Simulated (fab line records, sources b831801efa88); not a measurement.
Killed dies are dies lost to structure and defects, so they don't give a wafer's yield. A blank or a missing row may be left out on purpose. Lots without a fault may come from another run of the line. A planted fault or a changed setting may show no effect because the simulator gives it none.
A struck lot beside a sound one | flow sky130 | 16 steps out of a route of 708
Sound: wafers L814.1, L814.4, L814.5. Struck: wafers L821.3, L821.5, L821.6. The cause comes at the end.
At each step with rows: each side's tool, then ch and its chambers, then its first start. Under that, the readings that differ: sound wafers | struck wafers | difference of the means | sigmas: that difference in standard deviations of wafers without a fault.
alike: readings whose means differ by less than 2 such deviations, and words and numbers that are the same on both sides. not compared: withheld readings, readings that some wafer has no value for, bounds like >300 that may hide the same value, and numbers for which the record gives no deviation and whose values overlap.
The two part at a step that has a row with sigmas, a row that says differs or no value, or rows on one side only. Numbers that don't overlap but have no deviation are shown without sigmas and don't part them. A reading that every wafer of one side lacks parts them only if that side has two wafers or more.

first, 4 steps without rows for these wafers: SKY_FIELD_ISO_WET_ETCH_29 (etches Si3N4 in H3PO4, target depth 160 nm, time 1825 s); SKY_FIELD_ISO_WET_ETCH_30 (etches SiO2 in dHF, target depth 25 nm, time 50 s); SKY_NWELL_CLEAN_00 (cleans in SC1/SC2, time 150 s); SKY_NWELL_OXIDATION_01 (stabilise 600 s, purge 300 s, target thk 10 nm).
SKY_NWELL_THK_MEAS_02:
  sound on film_metro-04, day 3 06:16; struck on film_metro-01, day 4 12:35
  alike: NWELL_OXIDATION_THK
then, 7 steps without rows for these wafers: SKY_DNWELL_DEHYDRATE_00 (time 60 s); SKY_DNWELL_HMDS_01 (prime time 60 s); SKY_DNWELL_COAT_02 (resist thk 3000 nm); SKY_DNWELL_SOFTBAKE_03; SKY_DNWELL_EXPOSE_04 (exposes mask DNM, target cd 3000 nm); SKY_DNWELL_PEB_05; SKY_DNWELL_DEVELOP_06 (develop time 60 s).
SKY_DNWELL_IMPLANT_07:
  sound on implanter-04 ch 0, day 3 21:01; struck on implanter-02 ch 0, day 5 06:33
  not compared: implant_ion_amu
SKY_DNWELL_STRIP_08: strips in O2/N2.
  sound on plasma_asher-01 ch 0,1, day 3 21:10; struck on plasma_asher-01 ch 0,1, day 5 06:41
  alike: drypump_motor_current_A, oes_product_au, strip_time_to_endpoint_s
  not compared: rf_hours_counter_h
SKY_DNWELL_TW_MEAS_09:
  sound on film_metro-03, day 3 21:16; struck on film_metro-01, day 5 06:46
  reading   | sound          | struck      | difference | sigmas
  DNWELL_TW | 1106 1114 1115 | 358 360 358 | -753       | -81
then, 1 step without rows for these wafers: SKY_PWDE_DEHYDRATE_00 (time 60 s).

WHERE THEY PART
Only at SKY_DNWELL_TW_MEAS_09, within this record.

WHY: what the simulator had put in
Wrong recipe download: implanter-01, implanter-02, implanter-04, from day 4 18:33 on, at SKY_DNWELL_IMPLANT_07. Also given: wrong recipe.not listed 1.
